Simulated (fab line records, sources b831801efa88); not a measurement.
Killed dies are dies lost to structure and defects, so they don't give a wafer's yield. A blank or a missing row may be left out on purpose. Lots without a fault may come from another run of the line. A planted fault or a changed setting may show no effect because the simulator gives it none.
Problem report in the 8D (eight disciplines) form, filled by code | flow gf180mcu | the parts of the form that need people (team, actions taken, sign-off) are left out

1. THE PROBLEM
rf_fwd_power_W at GF_M5_ETCH_09 reads a mean of 913 W on 9 wafers of 3 lots; wafers without a fault read 785 W with a standard deviation of 4.3. That is +30 standard deviations from the usual mean.
The step: etches Si3N4 in CF4/O2, target depth 52 nm, time 11.6 s.
First seen on wafer L390.1, day 30 10:01, on rie_diel-02. The record holds 36 wafers of 12 lots with a number at this step. Rule for "out", or "out of limits": more than 4 standard deviations from the usual mean. The other wafers with a number count as sound.

2. WHAT IT IS AND WHAT IT IS NOT
question                    | is                             | is not
which readings at this step | rf_fwd_power_W, oes_product_au | drypump_motor_current_A
which lots                  | L390, L391, L392               | L378, L379, L383, L384, L385, L389, L396, L398, L400
which wafers of those lots  | all that have a number         | -
read on which tools         | rie_diel-02                    | rie_diel-03, rie_diel-04
when                        | from day 30 10:01              | up to then (18 sound wafers); but 9 sound wafers of L396, L398, L400 came after

3. SUSPECTS, AND WHAT RULES EACH OUT
Counting: a tool at a process step up to the reading stays a suspect if it ran every lot that is out and no sound lot after the first of them.
- rie_diel-02 at GF_M5_ETCH_09 (etches Si3N4 in CF4/O2, target depth 52 nm, time 11.6 s): kept. It ran every lot that is out, first L390 (day 30 10:01), and no sound lot after that; its last sound lot up to then is L384 (day 28 19:42). Its own readings are out on those wafers: oes_product_au, rf_fwd_power_W.
Left after counting: rie_diel-02 at GF_M5_ETCH_09.

4. THE CAUSE (what the simulator had put in)
Process parameter drift: rie_diel-02, from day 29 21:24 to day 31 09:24, at GF_M5_ETCH_09. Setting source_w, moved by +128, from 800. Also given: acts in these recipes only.
Counting left only this tool.

5. THE CHAIN OF EFFECTS, in route order
Each row: a reading whose mean over the struck wafers that have a number lies more than 3 standard deviations from the usual. Only readings for which the record gives a usual standard deviation are gone through. hours: the time from each lot's start at the first step in this table that gives one to its start at this step, as a median over the lots. sigmas: the change in usual standard deviations.
hours | step          | reading            | usual      | on struck wafers | change | sigmas
0     | GF_M5_ETCH_09 | oes_product_au     | 1.003 a.u. | 1.087            | +0.084 | +11
0     | GF_M5_ETCH_09 | rf_fwd_power_W     | 785 W      | 913              | +128   | +30
0     | GF_M5_ETCH_09 | throttle_valve_pct | 5.971 %    | 5.998            | +0.027 | +3.1
The process steps in it:
- GF_M5_ETCH_09: etches Si3N4 in CF4/O2, target depth 52 nm, time 11.6 s.

6. WHAT WOULD HAVE CAUGHT IT SOONER
In this record the first reading out of limits was taken at day 30 10:01, 13 hours after the fault began at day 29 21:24.
